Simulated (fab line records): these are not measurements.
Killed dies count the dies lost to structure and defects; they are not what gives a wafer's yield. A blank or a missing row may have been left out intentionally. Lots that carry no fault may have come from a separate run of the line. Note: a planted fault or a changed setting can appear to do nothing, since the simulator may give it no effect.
Which tool is to blame? + flow sky130 + 33 wafers from 11 lots sampled at 2 of the route's 708 steps

== WHAT THE GAUGES SHOWED, per wafer ==
SKY_VIA3_OVL_MEAS_13. Usual: VIA3_OVL -2 nm, standard deviation 4.8.
| lot  | measured     | on         | VIA3_OVL (nm) | flag |
|------|--------------|------------|---------------|------|
| L161 | day 40 07:55 | overlay-02 | 4 4 3         |      |
| L163 | day 40 21:40 | overlay-01 | -2 -2 -13     |      |
| L165 | day 41 11:49 | overlay-02 | -9 -7 -6      |      |
| L172 | day 43 22:41 | overlay-02 | 3 3 2         |      |
| L173 | day 43 23:22 | overlay-02 | -4 -1 -9      |      |
| L176 | day 44 15:55 | overlay-02 | -5 -5 -1      |      |
| L178 | day 45 01:36 | overlay-01 | -3 -10 -1     |      |
| L181 | day 45 21:36 | overlay-01 | 5 2 2         |      |
| L182 | day 46 03:46 | overlay-01 | -2 3 -4       |      |
| L183 | day 46 06:11 | overlay-02 | -9 -4 3       |      |
| L184 | day 46 10:43 | overlay-02 | -3 -6 -4      |      |

== WHICH TOOL RAN EACH LOT (tool, then ch and the chambers of the sampled wafers, then the start) ==
| lot  | SKY_VIA3_CMP_02               |
|------|-------------------------------|
| L161 | cmp-01 ch 0,2,3, day 39 06:38 |
| L163 | cmp-02 ch 0,1,2, day 39 20:26 |
| L165 | cmp-01 ch 0,1,2, day 40 11:20 |
| L172 | cmp-01 ch 1,2, day 42 22:48   |
| L173 | cmp-01 ch 0,2,3, day 42 23:12 |
| L176 | cmp-02 ch 0,2, day 43 16:38   |
| L178 | cmp-02 ch 0,1,2, day 44 02:38 |
| L181 | cmp-02 ch 0,1,2, day 44 23:50 |
| L182 | cmp-01 ch 0,1,2, day 45 05:25 |
| L183 | cmp-01 ch 0,2,3, day 45 08:25 |
| L184 | cmp-02 ch 0,2,3, day 45 12:48 |
- SKY_VIA3_CMP_02: polishes SiO2.

== WHAT THE TOOLS THEMSELVES READ (means of the sampled wafers that have a number; where no wafer has one, the mark that the record gives instead) ==
SKY_VIA3_CMP_02. Usual: motor-current-A 11.4 A, standard deviation 1.3; slurry-filter-dp-kPa 13.52 kPa, standard deviation 0.13.
| lot  | tool   | motor-current-A (A) | slurry-filter-dp-kPa (kPa) | flag |
|------|--------|---------------------|----------------------------|------|
| L161 | cmp-01 | 10.8                | 13.45                      |      |
| L163 | cmp-02 | 12.0                | 13.64                      |      |
| L165 | cmp-01 | 11.5                | 13.52                      |      |
| L172 | cmp-01 | 11.8                | 13.58                      |      |
| L173 | cmp-01 | 11.3                | 13.58                      |      |
| L176 | cmp-02 | 12.7                | 13.48                      |      |
| L178 | cmp-02 | 11.9                | 13.48                      |      |
| L181 | cmp-02 | 12.2                | 13.45                      |      |
| L182 | cmp-01 | 11.1                | 13.57                      |      |
| L183 | cmp-01 | 10.9                | 13.43                      |      |
| L184 | cmp-02 | 12.3                | 13.46                      |      |

== THE ANSWER, worked out from the rows above alone ==
Rule: a lot is off if the mean of its wafers that have a number lies more than 3 standard deviations from the usual mean. A lot without any number at a reading at which 4 lots or more have one is off too. All remaining lots with rows at the step are treated as sound. The gauges are gone through in route order, then the tools' own readings, and for those a lot's mean is taken as printed above. The first step at which some lot is off is used, and at that step the reading that is off furthest; a lot without a number counts as furthest.
None of the lots is off at any reading shown; this tells nothing.

== WHAT THE SIMULATOR PUT IN ==
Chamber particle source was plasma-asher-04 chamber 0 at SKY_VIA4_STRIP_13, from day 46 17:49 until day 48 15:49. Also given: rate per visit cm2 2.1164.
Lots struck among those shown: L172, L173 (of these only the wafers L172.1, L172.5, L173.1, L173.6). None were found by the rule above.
